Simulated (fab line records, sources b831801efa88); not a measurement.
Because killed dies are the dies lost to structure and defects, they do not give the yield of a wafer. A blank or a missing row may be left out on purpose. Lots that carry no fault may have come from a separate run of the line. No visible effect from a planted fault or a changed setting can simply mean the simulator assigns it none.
Tool commonality check || flow sky130 || 33 wafers sampled across 11 lots

WHAT PROMPTED THE OPENING
Of 11 lots, 3 have the reading GATE_OXIDE_OXIDATION_00_THK flagged at SKY_GATE_OXIDE_THK_MEAS_02. No-fault wafers: 10.25 nm, standard deviation 0.17.
Rule: a lot is flagged when every wafer of it that has a number lies more than 4 standard deviations from that mean, or none has a number. All remaining lots are regarded as sound.

{"lot": "L143", "measured": "day 12 11:10", "on": "film metro-03", "GATE_OXIDE_OXIDATION_00_THK (nm), wafer by wafer": "10.38 10.46 10.35", "flag": ""}
{"lot": "L147", "measured": "day 13 20:36", "on": "film metro-02", "GATE_OXIDE_OXIDATION_00_THK (nm), wafer by wafer": "10.09 9.74 10.11", "flag": ""}
{"lot": "L146", "measured": "day 14 01:23", "on": "film metro-02", "GATE_OXIDE_OXIDATION_00_THK (nm), wafer by wafer": "10.52 10.43 10.46", "flag": ""}
{"lot": "L148", "measured": "day 14 17:42", "on": "film metro-01", "GATE_OXIDE_OXIDATION_00_THK (nm), wafer by wafer": "13.44 13.53 13.32", "flag": "FLAGGED"}
{"lot": "L149", "measured": "day 14 19:06", "on": "film metro-02", "GATE_OXIDE_OXIDATION_00_THK (nm), wafer by wafer": "13.31 13.22 13.35", "flag": "FLAGGED"}
{"lot": "L150", "measured": "day 15 01:26", "on": "film metro-02", "GATE_OXIDE_OXIDATION_00_THK (nm), wafer by wafer": "13.46 13.34 13.14", "flag": "FLAGGED"}
{"lot": "L159", "measured": "day 18 21:50", "on": "film metro-02", "GATE_OXIDE_OXIDATION_00_THK (nm), wafer by wafer": "10.45 10.49 10.45", "flag": ""}
{"lot": "L158", "measured": "day 18 23:15", "on": "film metro-01", "GATE_OXIDE_OXIDATION_00_THK (nm), wafer by wafer": "10.38 10.40 10.30", "flag": ""}
{"lot": "L162", "measured": "day 19 11:45", "on": "film metro-02", "GATE_OXIDE_OXIDATION_00_THK (nm), wafer by wafer": "10.41 10.12 10.30", "flag": ""}
{"lot": "L164", "measured": "day 20 10:12", "on": "film metro-01", "GATE_OXIDE_OXIDATION_00_THK (nm), wafer by wafer": "10.51 10.35 10.21", "flag": ""}
{"lot": "L166", "measured": "day 21 01:58", "on": "film metro-01", "GATE_OXIDE_OXIDATION_00_THK (nm), wafer by wafer": "10.21 10.44 10.20", "flag": ""}
Average over the flagged lots: 13.35 nm; offset from the usual +3.10 nm, equal to +18 standard deviations.

TOOL THAT RAN EACH LOT
The record holds 1 process step before the reading, out of a route of 708 steps. In each cell: the tool, then ch and the chambers that the sampled wafers went through, then the start.
{"lot": "L143", "flag": "", "SKY_GATE_OXIDE_OXIDATION_01": "furnace-01 ch 0, day 12 09:45"}
{"lot": "L147", "flag": "", "SKY_GATE_OXIDE_OXIDATION_01": "furnace-02 ch 0, day 13 19:11"}
{"lot": "L146", "flag": "", "SKY_GATE_OXIDE_OXIDATION_01": "furnace-01 ch 0, day 13 23:59"}
{"lot": "L148", "flag": "FLAGGED", "SKY_GATE_OXIDE_OXIDATION_01": "furnace-01 ch 0, day 14 16:17"}
{"lot": "L149", "flag": "FLAGGED", "SKY_GATE_OXIDE_OXIDATION_01": "furnace-01 ch 0, day 14 17:41"}
{"lot": "L150", "flag": "FLAGGED", "SKY_GATE_OXIDE_OXIDATION_01": "furnace-01 ch 0, day 15 00:01"}
{"lot": "L159", "flag": "", "SKY_GATE_OXIDE_OXIDATION_01": "furnace-01 ch 0, day 18 20:26"}
{"lot": "L158", "flag": "", "SKY_GATE_OXIDE_OXIDATION_01": "furnace-01 ch 0, day 18 21:50"}
{"lot": "L162", "flag": "", "SKY_GATE_OXIDE_OXIDATION_01": "furnace-01 ch 0, day 19 10:20"}
{"lot": "L164", "flag": "", "SKY_GATE_OXIDE_OXIDATION_01": "furnace-01 ch 0, day 20 08:47"}
{"lot": "L166", "flag": "", "SKY_GATE_OXIDE_OXIDATION_01": "furnace-02 ch 0, day 21 00:33"}
What is done by these steps:
- SKY_GATE_OXIDE_OXIDATION_01: stabilise 600 s, purge 300 s, target thk 10.268 nm.
- SKY_GATE_OXIDE_THK_MEAS_02

FLAGGED OVER TOTAL, TOOL BY TOOL (the gauges that took the reading come last)
{"step": "SKY_GATE_OXIDE_OXIDATION_01", "tool": "furnace-01", "lots run": 9, "flagged": 3, "share of the flagged lots": "all", "sound lots run after its first flagged lot": "4 (L159,L158,L162,L164)"}
{"step": "SKY_GATE_OXIDE_OXIDATION_01", "tool": "furnace-02", "lots run": 2, "flagged": 0, "share of the flagged lots": "none", "sound lots run after its first flagged lot": "-"}
{"step": "SKY_GATE_OXIDE_THK_MEAS_02", "tool": "film metro-01", "lots run": 4, "flagged": 1, "share of the flagged lots": "some", "sound lots run after its first flagged lot": "3 (L158,L164,L166)"}
{"step": "SKY_GATE_OXIDE_THK_MEAS_02", "tool": "film metro-02", "lots run": 6, "flagged": 2, "share of the flagged lots": "some", "sound lots run after its first flagged lot": "2 (L159,L162)"}
{"step": "SKY_GATE_OXIDE_THK_MEAS_02", "tool": "film metro-03", "lots run": 1, "flagged": 0, "share of the flagged lots": "none", "sound lots run after its first flagged lot": "-"}

WHAT IS ALLOWED BY THE TABLE
Rows of the table that ran each flagged lot: 1, that is furnace-01 at SKY_GATE_OXIDE_OXIDATION_01.
- furnace-01 at SKY_GATE_OXIDE_OXIDATION_01: 3 of its 9 lots flagged. Lots that were sound ran on it after the first flagged one (L159, L158, L162, L164); a persistent fault on the entire tool would not allow that. Its own readings (spike tc bottom C, spike tc centre C, spike tc lower C, spike tc top C, spike tc upper C, tube center temp C, tube_center_temp_C_max) fall more than 4 standard deviations out on all wafers of the flagged lots.
There is no row in the table that ran each flagged lot and no sound lot after the first.

WHAT HAD BEEN PUT IN BY THE SIMULATOR
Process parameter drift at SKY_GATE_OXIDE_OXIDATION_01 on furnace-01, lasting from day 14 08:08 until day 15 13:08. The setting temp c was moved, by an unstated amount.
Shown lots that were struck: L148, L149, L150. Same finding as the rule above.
